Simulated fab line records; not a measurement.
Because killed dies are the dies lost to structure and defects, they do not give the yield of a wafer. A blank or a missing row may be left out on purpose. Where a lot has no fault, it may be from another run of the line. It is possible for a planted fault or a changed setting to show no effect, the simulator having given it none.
The tool behind it: which one? | flow sky130 | 6 lots, 18 wafers sampled, at 2 steps of a route of 708

== WHAT EACH GAUGE READ, for each wafer ==
SKY_POLY_GATE_THK_MEAS_01.
lot  | measured     | on            | POLY_GATE_CVD_00_THK (nm)
L198 | day 15 06:40 | film-metro-03 | 182.2 183.5 182.1
L201 | day 16 12:07 | film-metro-02 | 180.3 179.5 180.3
L204 | day 17 16:40 | film-metro-03 | 167.4 166.0 165.5
L213 | day 20 19:10 | film-metro-03 | 182.6 182.5 182.0
L215 | day 22 03:11 | film-metro-02 | 182.6 180.2 181.9
L217 | day 22 09:35 | film-metro-03 | 183.7 183.1 182.5

== TOOL THAT RAN EACH LOT (tool first, then ch and the chambers of the sampled wafers, then the start) ==
lot  | SKY_POLY_GATE_CVD_00
L198 | lpcvd-01 ch 1, day 15 04:52
L201 | lpcvd-01 ch 1, day 16 10:55
L204 | lpcvd-01 ch 1, day 17 15:27
L213 | lpcvd-01 ch 1, day 20 17:58
L215 | lpcvd-01 ch 0, day 22 01:58
L217 | lpcvd-01 ch 0, day 22 08:23
- SKY_POLY_GATE_CVD_00: deposits poly-Si, target thk 180 nm, time 720 s.

== THE ANSWER, worked out from the rows above alone ==
Rule: usual is defined by the lots themselves. Put in order of their means at a reading, lots are off if they are a third of the lots or fewer, leave a main group of 4 or more, and stand apart from it by a gap of 3 or more times the standard deviation of the main group's means; of several such gaps the widest counts. If all means in a main group match to the digits the tables above print for the reading, that group is not used. A lot without any number at a reading at which 4 lots or more have one is off too. Any other lot the step has rows for is counted as sound.
Off: L204, at SKY_POLY_GATE_THK_MEAS_01 (POLY_GATE_CVD_00_THK). For the main group the mean is 181.9 nm and the standard deviation 1.1.
A tool fits if, at a process step before that reading, it ran every lot that is off, and no sound lot after the first of them. The gauges at SKY_POLY_GATE_THK_MEAS_01 are tried like those tools. None of those tried fits.

== WHAT WAS PUT IN BY THE SIMULATOR ==
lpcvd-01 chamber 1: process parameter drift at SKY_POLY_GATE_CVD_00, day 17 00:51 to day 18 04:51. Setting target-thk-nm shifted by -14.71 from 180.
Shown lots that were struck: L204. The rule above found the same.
